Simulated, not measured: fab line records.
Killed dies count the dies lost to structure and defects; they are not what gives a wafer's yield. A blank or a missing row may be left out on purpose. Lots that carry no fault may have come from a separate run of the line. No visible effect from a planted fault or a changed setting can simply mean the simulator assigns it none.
Which tool did it? + flow gf180mcu + 11 lots, 33 wafers sampled, at 4 steps of a route of 602

## WHAT EACH GAUGE READ, for each wafer
GF_M4_CD_MEAS_14: the cd target is 280 nm.
| lot  | measured     | on       | cdNm (nm)         |
|------|--------------|----------|-------------------|
| L230 | day 24 06:31 | cdSem-02 | 277.5 278.4 280.0 |
| L232 | day 24 23:20 | cdSem-01 | 278.9 279.0 278.4 |
| L233 | day 25 07:03 | cdSem-01 | 282.0 282.1 281.8 |
| L240 | day 27 16:52 | cdSem-01 | 281.5 282.0 281.7 |
| L242 | day 28 04:28 | cdSem-01 | 280.9 280.5 280.8 |
| L243 | day 28 08:19 | cdSem-01 | 282.4 282.2 282.2 |
| L244 | day 28 21:40 | cdSem-01 | 274.2 271.7 272.5 |
| L245 | day 29 05:44 | cdSem-02 | 271.9 272.1 273.4 |
| L246 | day 29 10:44 | cdSem-01 | 279.7 278.6 279.2 |
| L248 | day 30 12:22 | cdSem-02 | 279.2 278.4 279.0 |
| L250 | day 30 17:52 | cdSem-01 | 279.8 281.8 281.2 |

## TOOL THAT RAN EACH LOT (tool first, then ch and the chambers of the sampled wafers, then the start)
| lot  | GF_M3_SPUTTER_04            | GF_V3_STRIP_18                      | GF_M4_COAT_09                    |
|------|-----------------------------|-------------------------------------|----------------------------------|
| L230 | pvdSputter-01, day 21 06:25 | plasmaAsher-01 ch 0,1, day 23 06:16 | lithoTrack-03 ch 0, day 23 18:54 |
| L232 | pvdSputter-01, day 22 02:01 | plasmaAsher-03 ch 0,1, day 23 23:42 | lithoTrack-02 ch 0, day 24 12:18 |
| L233 | pvdSputter-04, day 22 09:28 | plasmaAsher-03 ch 0,1, day 24 08:03 | lithoTrack-02 ch 0, day 24 19:55 |
| L240 | pvdSputter-02, day 24 22:23 | plasmaAsher-03 ch 0,1, day 26 18:47 | lithoTrack-02 ch 0, day 27 06:28 |
| L242 | pvdSputter-04, day 25 09:48 | plasmaAsher-01 ch 0,1, day 27 06:13 | lithoTrack-02 ch 0, day 27 18:01 |
| L243 | pvdSputter-02, day 25 15:28 | plasmaAsher-01 ch 0,1, day 27 11:18 | lithoTrack-02 ch 0, day 27 22:01 |
| L244 | pvdSputter-04, day 26 05:58 | plasmaAsher-01 ch 0,1, day 28 01:01 | lithoTrack-02 ch 0, day 28 12:10 |
| L245 | pvdSputter-04, day 26 15:02 | plasmaAsher-03 ch 0,1, day 28 09:14 | lithoTrack-02 ch 0, day 28 20:09 |
| L246 | pvdSputter-02, day 26 19:41 | plasmaAsher-01 ch 0,1, day 28 14:22 | lithoTrack-03 ch 0, day 29 01:04 |
| L248 | pvdSputter-01, day 28 00:22 | plasmaAsher-02 ch 0,1, day 29 16:52 | lithoTrack-04 ch 0, day 30 03:16 |
| L250 | pvdSputter-04, day 28 05:20 | plasmaAsher-01 ch 0,1, day 29 21:37 | lithoTrack-03 ch 0, day 30 08:15 |
- GF_M3_SPUTTER_04: material TiN, target thk 50 nm, time 41.7 s.
- GF_V3_STRIP_18: strips in O2/N2.
- GF_M4_COAT_09: resist thk 1000 nm.

## THE ANSWER, worked out from the rows above alone
Rule: the lots themselves supply what counts as usual. Put in order of their means at a reading, lots are off if they are a third of the lots or fewer, leave a main group of 4 or more, and stand apart from it by a gap of 3 or more times the standard deviation of the main group's means; of several such gaps the widest counts. A main group whose means are all the same, to the digits that the tables above print for the reading, isn't used. A lot without any number at a reading at which 4 lots or more have one is off too. Any other lot the step has rows for is counted as sound.
Off, at GF_M4_CD_MEAS_14 on cdNm: L244, L245. Mean 280.3 nm and standard deviation 1.4 in the main group.
If a tool, at a process step before that reading, ran all the lots that are off and no sound lot after the first of them, it fits. Gauges at GF_M4_CD_MEAS_14: tried the same way as those tools. One candidate fits, namely lithoTrack-02 at GF_M4_COAT_09. A fault onset in the window from L243 (day 27 22:01, its last sound lot) to L244 (day 28 12:10, its first lot off) fits.

## WHAT THE SIMULATOR HAD INSERTED
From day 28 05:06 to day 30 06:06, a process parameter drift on lithoTrack-02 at GF_M4_COAT_09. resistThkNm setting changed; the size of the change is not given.
Struck lots among those shown: L244, L245. The rule above reached the same finding.
